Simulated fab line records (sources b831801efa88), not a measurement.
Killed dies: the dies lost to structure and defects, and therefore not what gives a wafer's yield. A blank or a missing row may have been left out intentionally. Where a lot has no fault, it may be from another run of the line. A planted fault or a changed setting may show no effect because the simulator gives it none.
What tool caused it? -- flow sky130 -- Sampling: 10 lots, 30 wafers, 6 of 708 route steps

## WHAT THE GAUGES READ, wafer by wafer
SKY_POLY_GATE_THK_MEAS_01.
lot,measured,on,POLY_GATE_CVD_00_THK (nm)
L418,day 14 08:53,film metro-03,180.9 180.3 181.6
L419,day 14 18:01,film metro-04,180.4 181.4 179.8
L420,day 15 13:34,film metro-02,181.2 181.4 183.1
L421,day 16 02:47,film metro-02,180.9 179.2 180.9
L423,day 16 02:49,film metro-04,179.8 179.6 178.5
L429,day 18 22:00,film metro-03,181.6 181.0 179.5
L430,day 19 06:16,film metro-04,179.5 179.9 181.6
L431,day 19 05:05,film metro-03,179.7 180.7 180.0
L434,day 20 09:08,film metro-04,152.8 153.0 153.2
L435,day 20 11:34,film metro-02,153.0 153.8 154.5

SKY_LOCAL_INTERCONNECT_THK_MEAS_02: measures by xrf.
lot,measured,on,LOCAL_INTERCONNECT_TIN_THK (nm)
L418,day 29 16:57,film metro-03,96.8 98.0 97.8
L419,day 30 04:40,film metro-03,100.4 100.4 100.8
L420,day 30 23:20,film metro-02,97.3 97.1 97.0
L421,day 31 09:08,film metro-01,98.8 99.0 100.1
L423,day 31 09:38,film metro-01,99.1 98.8 98.6
L429,day 33 22:22,film metro-03,97.7 98.4 99.2
L430,day 34 19:39,film metro-02,96.4 96.2 97.7
L431,day 34 18:10,film metro-01,97.9 99.3 99.5
L434,day 35 03:32,film metro-01,98.5 98.1 97.6
L435,day 35 06:17,film metro-03,98.2 97.2 97.1

SKY_CONTACT_BOW_MEAS_05.
lot,measured,on,CONTACT_BOW (um)
L418,day 30 22:46,film metro-01,84 74 75
L419,day 31 10:14,film metro-04,70 81 83
L420,day 32 05:07,film metro-01,73 71 84
L421,day 32 14:33,film metro-04,93 80 85
L423,day 32 14:53,film metro-04,78 73 79
L429,day 35 03:08,film metro-04,79 77 78
L430,day 35 23:24,film metro-01,80 89 80
L431,day 35 21:28,film metro-03,86 90 78
L434,day 36 07:18,film metro-04,90 80 86
L435,day 36 09:47,film metro-01,83 87 84

## EACH LOT AND THE TOOL THAT RAN IT (in order: tool; ch and the chambers of the sampled wafers; start)
lot,SKY_FIELD_ISO_ETCH_17,SKY_POLY_GATE_CVD_00,SKY_POLY_GATE_ETCH_17
L418,"rie si-02 ch 0,1,2, day 2 10:17","lpcvd-01 ch 0, day 14 07:41","rie si-02 ch 1,2,3, day 16 16:18"
L419,"rie si-01 ch 2,3, day 2 15:40","lpcvd-01 ch 0, day 14 16:49","rie si-01 ch 0,1, day 17 01:42"
L420,"rie si-01 ch 1,2, day 3 00:08","lpcvd-01 ch 1, day 15 12:22","rie si-02 ch 0,1,3, day 17 23:15"
L421,"rie si-02 ch 2,3, day 3 03:02","lpcvd-01 ch 1, day 16 00:59","rie si-02 ch 0,1, day 18 13:53"
L423,"rie si-01 ch 1,2, day 3 11:46","lpcvd-01 ch 0, day 16 00:59","rie si-01 ch 0,1, day 18 14:14"
L429,"rie si-02 ch 0,1,2, day 4 19:43","lpcvd-01 ch 0, day 18 20:48","rie si-01 ch 1,2, day 21 14:18"
L430,"rie si-02 ch 0,2, day 5 02:52","lpcvd-01 ch 0, day 19 05:03","rie si-01 ch 0,1,3, day 21 22:47"
L431,"rie si-01 ch 1,2,3, day 5 06:10","lpcvd-01 ch 0, day 19 03:51","rie si-02 ch 0,1,2, day 21 21:44"
L434,"rie si-02 ch 0,2,3, day 5 23:16","lpcvd-01 ch 1, day 20 07:19","rie si-02 ch 1,2,3, day 23 00:53"
L435,"rie si-01 ch 1,3, day 6 02:05","lpcvd-01 ch 1, day 20 10:22","rie si-01 ch 0,2, day 23 03:02"
- SKY_FIELD_ISO_ETCH_17: etches Si in HBr/Cl2/O2, target depth 342 nm, time 97.7 s.
- SKY_POLY_GATE_CVD_00: deposits poly-Si, target thk 180 nm, time 720 s.
- SKY_POLY_GATE_ETCH_17: etches poly-Si in HBr/Cl2, stops on SiO2, target depth 180 nm, time 70.5 s.

## AS READ BY THE TOOLS THEMSELVES (means over the sampled wafers that have a number; for cases with no such wafer, the mark the record gives instead)
SKY_FIELD_ISO_ETCH_17.
lot,tool,bias w (W),drypump motor current A (A),oes product au (a.u.),throttle valve pct (%)
L418,rie si-02,149.9,5.0,1.004,25.656
L419,rie si-01,150.7,5.9,1.000,25.659
L420,rie si-01,150.0,5.7,1.009,25.649
L421,rie si-02,150.0,6.2,0.995,25.669
L423,rie si-01,150.4,5.7,1.006,25.645
L429,rie si-02,150.4,5.0,0.994,25.657
L430,rie si-02,150.0,5.2,0.995,25.653
L431,rie si-01,149.8,5.9,0.998,25.656
L434,rie si-02,150.2,5.6,0.999,25.650
L435,rie si-01,150.1,6.0,1.010,25.649

SKY_POLY_GATE_CVD_00.
lot,tool,spike tc bottom C (C),spike tc centre C (C),spike tc lower C (C),spike tc top C (C),spike tc upper C (C),susceptor temp C (C),zone power upper pct (%)
L418,lpcvd-01,643.0,622.5,621.6,640.5,621.0,620.07,8.3
L419,lpcvd-01,643.0,621.8,621.1,641.5,621.5,620.28,8.4
L420,lpcvd-01,640.2,620.4,621.7,636.9,619.1,619.84,8.9
L421,lpcvd-01,638.0,620.9,621.6,637.0,620.2,619.53,8.9
L423,lpcvd-01,643.6,622.8,620.0,640.6,620.7,620.13,8.3
L429,lpcvd-01,642.8,621.8,620.5,641.2,620.7,620.13,8.2
L430,lpcvd-01,642.7,622.9,620.4,641.0,621.7,619.67,8.4
L431,lpcvd-01,642.8,621.5,621.6,640.3,622.4,620.02,8.3
L434,lpcvd-01,632.2,613.5,614.3,629.8,613.7,613.07,8.8
L435,lpcvd-01,631.8,614.8,615.0,630.0,613.6,612.97,8.9

SKY_POLY_GATE_ETCH_17.
lot,tool,bias w (W),drypump motor current A (A),oes product au (a.u.),throttle valve pct (%)
L418,rie si-02,100.42,5.7,0.994,33.676
L419,rie si-01,99.80,5.8,0.988,33.678
L420,rie si-02,100.21,5.4,0.995,33.692
L421,rie si-02,100.06,4.8,0.989,33.695
L423,rie si-01,99.96,5.9,0.989,33.682
L429,rie si-01,100.33,5.9,0.988,33.675
L430,rie si-01,99.77,5.9,0.992,33.676
L431,rie si-02,100.34,5.0,0.986,33.674
L434,rie si-02,100.12,5.7,0.883,33.693
L435,rie si-01,99.96,5.6,0.893,33.684

## THE ANSWER, worked out from the rows above alone
Rule: the lots themselves supply what counts as usual. Put in order of their means at a reading, lots are off if they are a third of the lots or fewer, leave a main group of 4 or more, and stand apart from it by a gap of 3 or more times the standard deviation of the main group's means; of several such gaps the widest counts. Not used: any main group whose means are identical at the precision the tables above print for the reading. A lot without any number at a reading at which 4 lots or more have one is off too. All remaining lots with rows at the step are treated as sound. After the gauges, taken in route order, come the tools' own readings; for these a lot's mean is taken, as printed above. The first step at which some lot is off is used, and at that step the reading that is off furthest; a lot without a number counts as furthest.
Off: L434, L435, at SKY_POLY_GATE_THK_MEAS_01 (POLY_GATE_CVD_00_THK). Main group: mean 180.5 nm, sd 0.69.
A tool fits if, at a process step before that reading, it ran every lot that is off, and no sound lot after the first of them. The gauges at SKY_POLY_GATE_THK_MEAS_01 aren't tried: what is off there is off at SKY_POLY_GATE_CVD_00 too, on other tools, and a gauge's error can't cause that. One fits: SKY_POLY_GATE_CVD_00 on lpcvd-01. Its last sound lot is L430 (day 19 05:03), its first lot that is off L434 (day 20 07:19): a fault that began between those two fits.
The tool's own readings at SKY_POLY_GATE_CVD_00 bear it out: on the lots that are off they differ by more than 5 times the standard deviation of the sound lots' means. spike tc bottom C reads 632.0 C there against 642.0 C on the sound lots; spike tc centre C reads 614.1 C there against 621.8 C on the sound lots; spike tc lower C reads 614.6 C there against 621.1 C on the sound lots; spike tc top C reads 629.9 C there against 639.9 C on the sound lots; spike tc upper C reads 613.7 C there against 620.9 C on the sound lots; susceptor temp C reads 613.02 C there against 619.96 C on the sound lots.

## WHAT THE SIMULATOR HAD PUT IN
lpcvd-01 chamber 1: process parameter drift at SKY_POLY_GATE_CVD_00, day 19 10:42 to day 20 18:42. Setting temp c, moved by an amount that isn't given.
Struck lots among those shown: L434, L435. The rule above found the same.
